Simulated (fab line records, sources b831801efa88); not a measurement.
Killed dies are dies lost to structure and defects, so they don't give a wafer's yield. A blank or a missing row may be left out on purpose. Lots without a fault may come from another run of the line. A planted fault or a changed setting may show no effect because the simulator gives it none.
Chamber matching | flow gf180mcu | GF_V2_CMP_04 on cmp-02: 4 sister chambers
The step polishes SiO2. 4 wafers are shown with their chamber, then 12 later ones without.

WAFERS WITH THEIR CHAMBER
wafer  | chamber | motor_current_A (A)
L087.4 | 1       | 12.8
L087.6 | 0       | 12.3
L090.4 | 2       | 11.0
L090.5 | 3       | 12.8

WAFERS WITHOUT THEIR CHAMBER
wafer  | motor_current_A (A)
L091.2 | 12.1
L091.5 | 12.5
L091.6 | 10.6
L094.1 | 11.7
L094.2 | 12.0
L094.5 | 11.2
L096.2 | 12.6
L096.3 | 10.7
L096.6 | 12.2
L097.1 | 10.8
L097.2 | 12.0
L097.5 | 11.5

WHICH CHAMBER EACH WENT THROUGH
wafer  | from the rows above               | in truth
L091.2 | can't be placed: 0 or 1 or 3      | 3
L091.5 | can't be placed: 0 or 1 or 3      | 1
L091.6 | 2                                 | 2
L094.1 | can't be placed: 0 or 2 or 1 or 3 | 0
L094.2 | can't be placed: 0 or 1 or 3      | 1
L094.5 | 2                                 | 2
L096.2 | can't be placed: 1 or 3 or 0      | 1
L096.3 | 2                                 | 2
L096.6 | can't be placed: 0 or 1 or 3      | 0
L097.1 | 2                                 | 2
L097.2 | can't be placed: 0 or 1 or 3      | 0
L097.5 | can't be placed: 2 or 0           | 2
Placed correctly: 4 of 12. Can't be placed from these rows: 8 (the true chamber is among the candidates in 8). Placed wrongly: 0.
How it was worked out, from the rows above alone: a wafer's distance from a chamber is the root of the sum, over the readings, of the square of ((its reading less the chamber's mean) divided by the reading's scatter). The wafer belongs to the nearest chamber; if the next one is less than 2 further off, it can't be placed. A chamber's mean is the mean of its shown wafers. The scatter: with one shown wafer a chamber, the root of the mean of the squares of how far each hidden wafer lies from its nearest shown one.
